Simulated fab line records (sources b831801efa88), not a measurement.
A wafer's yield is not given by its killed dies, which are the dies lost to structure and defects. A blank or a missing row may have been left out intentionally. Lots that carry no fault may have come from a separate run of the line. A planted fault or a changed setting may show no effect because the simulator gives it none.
Chamber matching + flow gf180mcu + GF_V5_CMP_26 on cmp-02 has 4 sister chambers
The step polishes, stops on SiO2, t overpolish 15 s, target thk 0 nm. 8 wafers are shown with their chamber, then 10 later ones without.

## WAFERS, EACH WITH ITS CHAMBER
| wafer  | chamber | motor current A (A) | time to endpoint s (s) |
|--------|---------|---------------------|------------------------|
| L486.6 | 3       | 11.2                | 83                     |
| L487.3 | 0       | 10.7                | 87                     |
| L487.5 | 2       | 11.2                | 93                     |
| L489.2 | 0       | 10.1                | 86                     |
| L489.3 | 1       | 9.3                 | 88                     |
| L489.4 | 3       | 11.8                | 83                     |
| L490.1 | 1       | 8.9                 | 85                     |
| L490.2 | 2       | 11.1                | 92                     |

## WAFERS WITH NO CHAMBER GIVEN
| wafer  | motor current A (A) | time to endpoint s (s) |
|--------|---------------------|------------------------|
| L490.6 | 11.9                | 85                     |
| L492.2 | 11.3                | 86                     |
| L492.5 | 9.0                 | 82                     |
| L492.6 | 10.5                | 86                     |
| L501.1 | 10.1                | 85                     |
| L501.3 | 9.3                 | 86                     |
| L501.5 | 9.9                 | 87                     |
| L502.1 | 10.5                | 81                     |
| L502.3 | 10.9                | 92                     |
| L502.5 | 10.2                | 83                     |

## WHICH CHAMBER EACH WENT THROUGH
| wafer  | from the rows above          | in truth |
|--------|------------------------------|----------|
| L490.6 | 3                            | 3        |
| L492.2 | can't be placed: 3 or 0      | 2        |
| L492.5 | can't be placed: 1 or 0      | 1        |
| L492.6 | 0                            | 0        |
| L501.1 | can't be placed: 0 or 1      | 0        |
| L501.3 | 1                            | 1        |
| L501.5 | can't be placed: 0 or 1      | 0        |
| L502.1 | can't be placed: 3 or 0      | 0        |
| L502.3 | 2                            | 2        |
| L502.5 | can't be placed: 0 or 3 or 1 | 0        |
Correct placement for 4 of the 10. These rows do not allow placing 6 (true chamber among the candidates in 5). 0 placed wrongly.
How it was worked out, from the rows above alone: a wafer's distance from a chamber is the root of the sum, over the readings, of the square of ((its reading less the chamber's mean) divided by the reading's scatter). If the next closest chamber is less than 2 further off than the closest, the wafer can't be placed; otherwise it belongs to the closest. For every chamber, the mean is computed from those of its wafers that are shown. The scatter: the root of (the sum of the squares of (reading less its chamber's mean) over the shown wafers, divided by (wafers less chambers)).
